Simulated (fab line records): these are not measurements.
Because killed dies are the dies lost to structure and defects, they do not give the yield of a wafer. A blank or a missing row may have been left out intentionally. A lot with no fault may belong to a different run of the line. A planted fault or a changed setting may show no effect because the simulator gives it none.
Commonality check across tools | flow sky130 | 36 wafers sampled across 12 lots

== WHAT PROMPTED THE OPENING ==
3 of 12 lots carry a flag on the reading LDD_N_TW at SKY_LDD_N_TW_MEAS_17. Fault-free wafers read 2583, with a standard deviation of 27.
Rule: a lot is flagged in two cases, either no wafer of it has a number, or all its wafers with numbers fall more than 4 standard deviations from that mean. As for the other lots, they are considered sound.

lot  | measured     | on           | LDD_N_TW, wafer by wafer | flag
L655 | day 19 08:56 | filmMetro-01 | 2524 2520 2527           | 
L656 | day 19 13:30 | filmMetro-02 | 2610 2608 2618           | 
L658 | day 20 14:39 | filmMetro-02 | 2589 2596 2599           | 
L661 | day 21 07:35 | filmMetro-01 | 2567 2569 2552           | 
L660 | day 21 07:43 | filmMetro-02 | 2708 2706 2706           | FLAGGED
L663 | day 22 01:16 | filmMetro-03 | 2707 2707 2709           | FLAGGED
L664 | day 22 02:54 | filmMetro-03 | 2705 2706 2705           | FLAGGED
L674 | day 26 02:13 | filmMetro-02 | 2615 2626 2605           | 
L673 | day 26 03:08 | filmMetro-01 | 2551 2565 2542           | 
L672 | day 26 03:25 | filmMetro-01 | 2550 2554 2560           | 
L675 | day 26 09:22 | filmMetro-01 | 2551 2542 2555           | 
L676 | day 26 19:20 | filmMetro-01 | 2551 2554 2558           | 
The mean of the flagged lots' numbers is 2707, +124 from the usual (+5 standard deviations).

== TOOL THAT RAN EACH LOT ==
2 process steps preceding the reading are held in the record, out of 708 steps in the route. Cell contents, in order: the tool; ch with the chambers the sampled wafers went through; the start.
lot  | flag    | SKY_LDD_N_IMPLANT_08            | SKY_LDD_N_STRIP_16
L655 |         | implanter-01 ch 0, day 19 07:38 | plasmaAsher-03 ch 0,1, day 19 08:50
L656 |         | implanter-04 ch 0, day 19 12:12 | plasmaAsher-01 ch 0,1, day 19 13:24
L658 |         | implanter-01 ch 0, day 20 13:21 | plasmaAsher-04 ch 0,1, day 20 14:33
L661 |         | implanter-02 ch 0, day 21 06:17 | plasmaAsher-04 ch 0,1, day 21 07:29
L660 | FLAGGED | implanter-01 ch 0, day 21 06:07 | plasmaAsher-01 ch 0,1, day 21 07:37
L663 | FLAGGED | implanter-04 ch 0, day 21 23:25 | plasmaAsher-04 ch 1, day 22 01:03
L664 | FLAGGED | implanter-02 ch 0, day 22 01:17 | plasmaAsher-01 ch 0,1, day 22 02:48
L674 |         | implanter-01 ch 0, day 26 00:55 | plasmaAsher-03 ch 0,1, day 26 02:07
L673 |         | implanter-04 ch 0, day 26 01:51 | plasmaAsher-04 ch 0, day 26 03:01
L672 |         | implanter-01 ch 0, day 26 02:07 | plasmaAsher-01 ch 0,1, day 26 03:19
L675 |         | implanter-01 ch 0, day 26 08:07 | plasmaAsher-03 ch 0,1, day 26 09:16
L676 |         | implanter-04 ch 0, day 26 18:02 | plasmaAsher-03 ch 0,1, day 26 19:14
What the steps here do:
- SKY_LDD_N_IMPLANT_08
- SKY_LDD_N_STRIP_16: strips in O2/N2.
- SKY_LDD_N_TW_MEAS_17

== FLAGGED AGAINST TOTAL, ONE TOOL AT A TIME (gauges that did the reading follow at the end) ==
step                 | tool           | lots run | flagged | share of the flagged lots | sound lots run after its first flagged lot
SKY_LDD_N_IMPLANT_08 | implanter-01   | 6        | 1       | some                      | 3 (L674,L672,L675)
SKY_LDD_N_IMPLANT_08 | implanter-02   | 2        | 1       | some                      | 0
SKY_LDD_N_IMPLANT_08 | implanter-04   | 4        | 1       | some                      | 2 (L673,L676)
SKY_LDD_N_STRIP_16   | plasmaAsher-01 | 4        | 2       | some                      | 1 (L672)
SKY_LDD_N_STRIP_16   | plasmaAsher-03 | 4        | 0       | none                      | -
SKY_LDD_N_STRIP_16   | plasmaAsher-04 | 4        | 1       | some                      | 1 (L673)
SKY_LDD_N_TW_MEAS_17 | filmMetro-01   | 6        | 0       | none                      | -
SKY_LDD_N_TW_MEAS_17 | filmMetro-02   | 4        | 1       | some                      | 1 (L674)
SKY_LDD_N_TW_MEAS_17 | filmMetro-03   | 2        | 2       | some                      | 0

== WHAT THE TABLE PERMITS ==
No row of the table ran every flagged lot.

== WHAT WAS PUT IN BY THE SIMULATOR ==
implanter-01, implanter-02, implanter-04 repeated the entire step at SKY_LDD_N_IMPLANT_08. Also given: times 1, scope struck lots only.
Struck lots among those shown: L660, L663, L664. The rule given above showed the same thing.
